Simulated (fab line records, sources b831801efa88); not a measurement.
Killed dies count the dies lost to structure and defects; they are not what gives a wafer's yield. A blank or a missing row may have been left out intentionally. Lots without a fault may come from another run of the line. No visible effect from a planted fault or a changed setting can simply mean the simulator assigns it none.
What tool caused it? | flow gf180mcu | 13 lots, 39 wafers sampled, at 1 step of a route of 602

WHAT THE GAUGES SHOWED, per wafer
GF_VT_IMPLANT_TW_MEAS_32. Usual: for VT_IMPLANT_3_TW the level is 268.3 and the standard deviation is 2.6.
lot  | measured     | on           | VT_IMPLANT_3_TW   | flag
L304 | day 6 21:04  | filmMetro-04 | 266.6 266.9 266.1 | 
L306 | day 7 14:28  | filmMetro-01 | 271.2 268.8 270.4 | 
L307 | day 7 18:12  | filmMetro-04 | 266.2 265.8 267.0 | 
L308 | day 8 00:29  | filmMetro-04 | 266.4 266.4 266.9 | 
L309 | day 8 06:04  | filmMetro-01 | 270.7 269.1 270.3 | 
L310 | day 8 11:50  | filmMetro-01 | 269.8 270.8 268.4 | 
L312 | day 9 02:00  | filmMetro-03 | 268.7 269.5 268.4 | 
L313 | day 9 08:31  | filmMetro-03 | 269.1 269.4 269.1 | 
L315 | day 9 21:56  | filmMetro-01 | 271.0 272.0 272.1 | 
L316 | day 10 07:16 | filmMetro-01 | 271.2 271.3 270.5 | 
L317 | day 10 13:50 | filmMetro-04 | 263.6 262.9 262.6 | 
L318 | day 10 19:29 | filmMetro-04 | 262.1 262.8 262.9 | 
L325 | day 12 13:44 | filmMetro-03 | 269.0 268.6 269.6 | 

WHICH TOOL RAN EACH LOT (tool, then ch and the chambers of the sampled wafers, then the start)
Record: no process step prior to these readings.

AS READ BY THE TOOLS THEMSELVES (means over the sampled wafers that have a number; for cases with no such wafer, the mark the record gives instead)
The record holds no such reading with a usual standard deviation.

THE ANSWER, worked out from the rows above alone
Rule: a lot is off if the mean of its wafers that have a number lies more than 3 standard deviations from the usual mean. A lot without any number at a reading at which 4 lots or more have one is off too. All remaining lots with rows at the step are treated as sound. First the gauges in route order, then the tools' own readings, where a lot's mean is used as printed above. The first step at which some lot is off is used, and at that step the reading that is off furthest; a lot without a number counts as furthest.
No lot is off at any reading shown: from this, nothing can be told.

WHAT WAS PUT IN BY THE SIMULATOR
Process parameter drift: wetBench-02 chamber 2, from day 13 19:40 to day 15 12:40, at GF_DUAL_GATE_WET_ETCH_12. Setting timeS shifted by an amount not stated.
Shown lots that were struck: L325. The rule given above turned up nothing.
